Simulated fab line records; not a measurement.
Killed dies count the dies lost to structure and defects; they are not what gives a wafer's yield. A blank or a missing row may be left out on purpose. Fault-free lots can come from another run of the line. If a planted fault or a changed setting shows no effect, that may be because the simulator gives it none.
The tool behind it: which one?    flow gf180mcu    14 lots with 42 wafers sampled at 4 steps, on a route of 602 steps

## WHAT THE GAUGES READ, wafer by wafer
GF_SAB_OVL_MEAS_10.
lot   measured      on          SAB_OVL (nm)
L400  day 15 02:26  overlay-01  -1.0 -1.3 -0.2
L401  day 15 06:19  overlay-02  0.1 0.0 1.4
L402  day 15 16:13  overlay-01  1.2 -0.8 -0.3
L404  day 16 09:23  overlay-02  1.6 0.3 0.7
L406  day 17 02:56  overlay-02  -1.2 0.7 -1.0
L408  day 17 17:17  overlay-01  0.6 0.8 2.2
L412  day 19 18:07  overlay-02  -0.7 1.1 -0.5
L413  day 19 23:37  overlay-02  1.4 0.2 0.4
L416  day 20 22:52  overlay-01  0.2 -0.4 1.5
L418  day 21 12:02  overlay-02  -1.8 -1.0 0.2
L420  day 22 03:39  overlay-02  3.1 3.1 3.3
L422  day 22 23:42  overlay-01  0.4 1.1 -1.9
L421  day 22 23:47  overlay-02  1.6 2.4 1.0
L423  day 23 09:38  overlay-02  1.1 1.5 2.2

## WHICH TOOL RAN EACH LOT (tool, then ch and the chambers of the sampled wafers, then the start)
lot   GF_PSD_RTA_13                     GF_SAB_CVD_00                    GF_SAB_SOFTBAKE_05
L400  rtp anneal-01 ch 0, day 14 04:45  pecvd-03 ch 0,1, day 14 05:05    litho track-01 ch 0, day 14 16:07
L401  rtp anneal-01 ch 0, day 14 10:14  pecvd-02 ch 0,1,2, day 14 10:34  litho track-01 ch 0, day 14 20:31
L402  rtp anneal-01 ch 0, day 14 19:04  pecvd-02 ch 0,1,2, day 14 19:23  litho track-03 ch 0, day 15 04:51
L404  rtp anneal-01 ch 0, day 15 11:17  pecvd-03 ch 0,1, day 15 11:35    litho track-01 ch 0, day 15 22:46
L406  rtp anneal-01 ch 0, day 16 04:34  pecvd-02 ch 0,1, day 16 04:53    litho track-03 ch 0, day 16 16:10
L408  rtp anneal-02 ch 0, day 16 18:55  pecvd-01 ch 0,1, day 16 19:13    litho track-01 ch 0, day 17 06:03
L412  rtp anneal-01 ch 0, day 18 17:32  pecvd-03 ch 0,1, day 18 17:50    litho track-01 ch 0, day 19 05:29
L413  rtp anneal-01 ch 0, day 18 23:13  pecvd-01 ch 0,2, day 18 23:31    litho track-01 ch 0, day 19 11:20
L416  rtp anneal-02 ch 0, day 19 22:40  pecvd-01 ch 1,2, day 19 22:58    litho track-03 ch 0, day 20 11:08
L418  rtp anneal-02 ch 0, day 20 12:05  pecvd-01 ch 0,2, day 20 12:23    litho track-02 ch 0, day 21 00:08
L420  rtp anneal-01 ch 0, day 21 04:19  pecvd-03 ch 0,2, day 21 04:37    litho track-03 ch 0, day 21 16:13
L422  rtp anneal-02 ch 0, day 21 23:58  pecvd-02 ch 0,2, day 22 00:17    litho track-01 ch 0, day 22 11:57
L421  rtp anneal-01 ch 0, day 22 00:13  pecvd-01 ch 0,1,2, day 22 00:32  litho track-02 ch 0, day 22 12:00
L423  rtp anneal-02 ch 0, day 22 10:43  pecvd-01 ch 1, day 22 11:02      litho track-03 ch 0, day 22 22:50
- GF_PSD_RTA_13: time 20 s.
- GF_SAB_CVD_00: deposits SiO2 from TEOS, target thk 50 nm, time 4.9302 s.
- GF_SAB_SOFTBAKE_05: time 60 s.

## AS READ BY THE TOOLS THEMSELVES (means over the sampled wafers that have a number; for cases with no such wafer, the mark the record gives instead)
GF_PSD_RTA_13.
lot   tool           lamp power pct (%)  wafer_temp_C_max
L400  rtp anneal-01  38                  1028.2
L401  rtp anneal-01  38                  1028.1
L402  rtp anneal-01  38                  1028.1
L404  rtp anneal-01  38                  1027.9
L406  rtp anneal-01  38                  1028.7
L408  rtp anneal-02  25                  1029.6
L412  rtp anneal-01  38                  1027.8
L413  rtp anneal-01  38                  1027.9
L416  rtp anneal-02  25                  1028.1
L418  rtp anneal-02  25                  1028.8
L420  rtp anneal-01  38                  1027.7
L422  rtp anneal-02  25                  1029.0
L421  rtp anneal-01  38                  1027.7
L423  rtp anneal-02  25                  1029.0

GF_SAB_CVD_00.
lot   tool      heater power outer w (W)  heater power w (W)
L400  pecvd-03  509                       799
L401  pecvd-02  415                       697
L402  pecvd-02  408                       689
L404  pecvd-03  475                       779
L406  pecvd-02  410                       677
L408  pecvd-01  349                       579
L412  pecvd-03  438                       762
L413  pecvd-01  357                       632
L416  pecvd-01  385                       616
L418  pecvd-01  361                       661
L420  pecvd-03  373                       648
L422  pecvd-02  423                       715
L421  pecvd-01  375                       634
L423  pecvd-01  333                       502

GF_SAB_SOFTBAKE_05.
lot   tool            chill plate temp C (C)  exhaust pa (Pa)  run length s (s)
L400  litho track-01  23.03                   44.3             88.86
L401  litho track-01  22.99                   44.1             88.87
L402  litho track-03  22.98                   45.2             89.49
L404  litho track-01  23.08                   44.3             88.88
L406  litho track-03  23.06                   47.1             89.57
L408  litho track-01  22.88                   45.0             88.92
L412  litho track-01  22.94                   44.4             92.49
L413  litho track-01  22.93                   45.8             92.35
L416  litho track-03  23.14                   45.3             89.52
L418  litho track-02  22.99                   45.1             89.14
L420  litho track-03  23.12                   45.2             89.53
L422  litho track-01  23.11                   44.2             88.86
L421  litho track-02  23.04                   45.1             89.16
L423  litho track-03  22.97                   44.9             89.58

## THE ANSWER, worked out from the rows above alone
Rule: the usual values come from the lots themselves. The widest of any qualifying gaps counts: lots, ordered by their means at a reading, are off when they make up no more than a third of the lots, leave a main group of 4 or more, and stand apart from it by 3 or more times the standard deviation of that group's means. If all means in a main group match to the digits the tables above print for the reading, that group is not used. A lot without any number at a reading at which 4 lots or more have one is off too. The other lots that the step has rows for count as sound. After the gauges, taken in route order, come the tools' own readings; for these a lot's mean is taken, as printed above. The first step at which some lot is off is used, and at that step the reading that is off furthest; a lot without a number counts as furthest.
Off at GF_SAB_SOFTBAKE_05 (run length s): L412, L413. Mean 89.20 s and standard deviation 0.3 in the main group.
A tool fits if, at that step or a process step before it, it ran every lot that is off, and no sound lot after the first of them. No candidate that was tried fits.

## WHAT HAD BEEN PUT IN BY THE SIMULATOR
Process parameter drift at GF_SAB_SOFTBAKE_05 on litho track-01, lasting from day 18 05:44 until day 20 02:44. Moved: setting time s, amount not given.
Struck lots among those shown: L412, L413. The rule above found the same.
